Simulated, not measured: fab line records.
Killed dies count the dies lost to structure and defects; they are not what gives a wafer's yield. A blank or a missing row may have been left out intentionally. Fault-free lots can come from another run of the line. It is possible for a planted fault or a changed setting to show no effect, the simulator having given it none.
Which of the tools did it? || flow sfq line || at 1 step of a route of 325, 14 lots with 42 wafers sampled

== WHAT EACH GAUGE READ, for each wafer ==
The record holds no reading of a measuring or inspecting step that can be judged against a usual standard deviation.

== WHICH TOOL RAN EACH LOT (tool, then ch and the chambers of the sampled wafers, then the start) ==
{"lot": "L106", "SFQ_TRILAYER_I1_VIA_ETCH_VIA_ETCH_052": "rie diel-04 ch 0,1, day 14 10:08"}
{"lot": "L107", "SFQ_TRILAYER_I1_VIA_ETCH_VIA_ETCH_052": "rie diel-02 ch 1,2,3, day 14 20:56"}
{"lot": "L108", "SFQ_TRILAYER_I1_VIA_ETCH_VIA_ETCH_052": "rie diel-02 ch 0,1,3, day 15 06:32"}
{"lot": "L109", "SFQ_TRILAYER_I1_VIA_ETCH_VIA_ETCH_052": "rie diel-03 ch 1,2,3, day 15 13:50"}
{"lot": "L110", "SFQ_TRILAYER_I1_VIA_ETCH_VIA_ETCH_052": "rie diel-02 ch 0,1,2, day 15 16:14"}
{"lot": "L111", "SFQ_TRILAYER_I1_VIA_ETCH_VIA_ETCH_052": "rie diel-03 ch 2,3, day 16 05:26"}
{"lot": "L112", "SFQ_TRILAYER_I1_VIA_ETCH_VIA_ETCH_052": "rie diel-04 ch 2,3, day 16 15:02"}
{"lot": "L119", "SFQ_TRILAYER_I1_VIA_ETCH_VIA_ETCH_052": "rie diel-02 ch 0,2,3, day 19 08:59"}
{"lot": "L120", "SFQ_TRILAYER_I1_VIA_ETCH_VIA_ETCH_052": "rie diel-02 ch 0,1,3, day 19 18:23"}
{"lot": "L122", "SFQ_TRILAYER_I1_VIA_ETCH_VIA_ETCH_052": "rie diel-03 ch 2,3, day 21 00:17"}
{"lot": "L126", "SFQ_TRILAYER_I1_VIA_ETCH_VIA_ETCH_052": "rie diel-04 ch 1,2, day 22 11:07"}
{"lot": "L127", "SFQ_TRILAYER_I1_VIA_ETCH_VIA_ETCH_052": "rie diel-04 ch 0,2,3, day 22 23:11"}
{"lot": "L128", "SFQ_TRILAYER_I1_VIA_ETCH_VIA_ETCH_052": "rie diel-02 ch 1,2,3, day 23 11:11"}
{"lot": "L129", "SFQ_TRILAYER_I1_VIA_ETCH_VIA_ETCH_052": "rie diel-03 ch 0,2, day 23 18:23"}
- SFQ_TRILAYER_I1_VIA_ETCH_VIA_ETCH_052: etches SiO2 in CHF3, stops on Nb, target depth 260 nm.

== AS READ BY THE TOOLS THEMSELVES (means over the sampled wafers that have a number; for cases with no such wafer, the mark the record gives instead) ==
SFQ_TRILAYER_I1_VIA_ETCH_VIA_ETCH_052. Usual: bias w 80.03 W, standard deviation 0.24; drypump motor current A 5.6 A, standard deviation 0.39; oes product au 0.854 a.u., standard deviation 0.0053; rf fwd power W 498.1 W, standard deviation 1.7.
{"lot": "L106", "tool": "rie diel-04", "bias w (W)": 79.96, "drypump motor current A (A)": 5.1, "oes product au (a.u.)": 0.853, "rf fwd power W (W)": 497.3, "flag": ""}
{"lot": "L107", "tool": "rie diel-02", "bias w (W)": 79.99, "drypump motor current A (A)": 5.7, "oes product au (a.u.)": 0.850, "rf fwd power W (W)": 499.2, "flag": ""}
{"lot": "L108", "tool": "rie diel-02", "bias w (W)": 79.98, "drypump motor current A (A)": 5.4, "oes product au (a.u.)": 0.859, "rf fwd power W (W)": 498.8, "flag": ""}
{"lot": "L109", "tool": "rie diel-03", "bias w (W)": 80.22, "drypump motor current A (A)": 5.5, "oes product au (a.u.)": 0.855, "rf fwd power W (W)": 496.3, "flag": ""}
{"lot": "L110", "tool": "rie diel-02", "bias w (W)": 80.17, "drypump motor current A (A)": 5.8, "oes product au (a.u.)": 0.850, "rf fwd power W (W)": 497.8, "flag": ""}
{"lot": "L111", "tool": "rie diel-03", "bias w (W)": 79.60, "drypump motor current A (A)": 5.4, "oes product au (a.u.)": 0.853, "rf fwd power W (W)": 497.9, "flag": ""}
{"lot": "L112", "tool": "rie diel-04", "bias w (W)": 80.15, "drypump motor current A (A)": 5.9, "oes product au (a.u.)": 0.854, "rf fwd power W (W)": 498.9, "flag": ""}
{"lot": "L119", "tool": "rie diel-02", "bias w (W)": 80.27, "drypump motor current A (A)": 5.7, "oes product au (a.u.)": 0.847, "rf fwd power W (W)": 419.4, "flag": "OFF"}
{"lot": "L120", "tool": "rie diel-02", "bias w (W)": 80.13, "drypump motor current A (A)": 5.5, "oes product au (a.u.)": 0.855, "rf fwd power W (W)": 417.7, "flag": "OFF"}
{"lot": "L122", "tool": "rie diel-03", "bias w (W)": 79.94, "drypump motor current A (A)": 5.3, "oes product au (a.u.)": 0.856, "rf fwd power W (W)": 501.0, "flag": ""}
{"lot": "L126", "tool": "rie diel-04", "bias w (W)": 79.94, "drypump motor current A (A)": 5.7, "oes product au (a.u.)": 0.857, "rf fwd power W (W)": 499.3, "flag": ""}
{"lot": "L127", "tool": "rie diel-04", "bias w (W)": 80.00, "drypump motor current A (A)": 5.5, "oes product au (a.u.)": 0.855, "rf fwd power W (W)": 499.3, "flag": ""}
{"lot": "L128", "tool": "rie diel-02", "bias w (W)": 79.91, "drypump motor current A (A)": 5.7, "oes product au (a.u.)": 0.854, "rf fwd power W (W)": 497.5, "flag": ""}
{"lot": "L129", "tool": "rie diel-03", "bias w (W)": 79.90, "drypump motor current A (A)": 5.8, "oes product au (a.u.)": 0.855, "rf fwd power W (W)": 497.2, "flag": ""}

== THE ANSWER, worked out from the rows above alone ==
Rule: lot off if the mean of its wafers having a number is beyond 3 standard deviations from the usual mean. A lot without any number at a reading at which 4 lots or more have one is off too. Any other lot the step has rows for is counted as sound. Order of review: gauges by route order, followed by the tools' own readings, for which a lot's mean as printed above is used. At the first step where some lot is off, the reading lying furthest off is the one used; lots without a number count as furthest.
Off: L119, L120, at SFQ_TRILAYER_I1_VIA_ETCH_VIA_ETCH_052 (rf fwd power W).
A tool fits if, at that step or a process step before it, it ran every lot that is off, and no sound lot after the first of them. No candidate that was tried fits.

== WHAT HAD BEEN PUT IN BY THE SIMULATOR ==
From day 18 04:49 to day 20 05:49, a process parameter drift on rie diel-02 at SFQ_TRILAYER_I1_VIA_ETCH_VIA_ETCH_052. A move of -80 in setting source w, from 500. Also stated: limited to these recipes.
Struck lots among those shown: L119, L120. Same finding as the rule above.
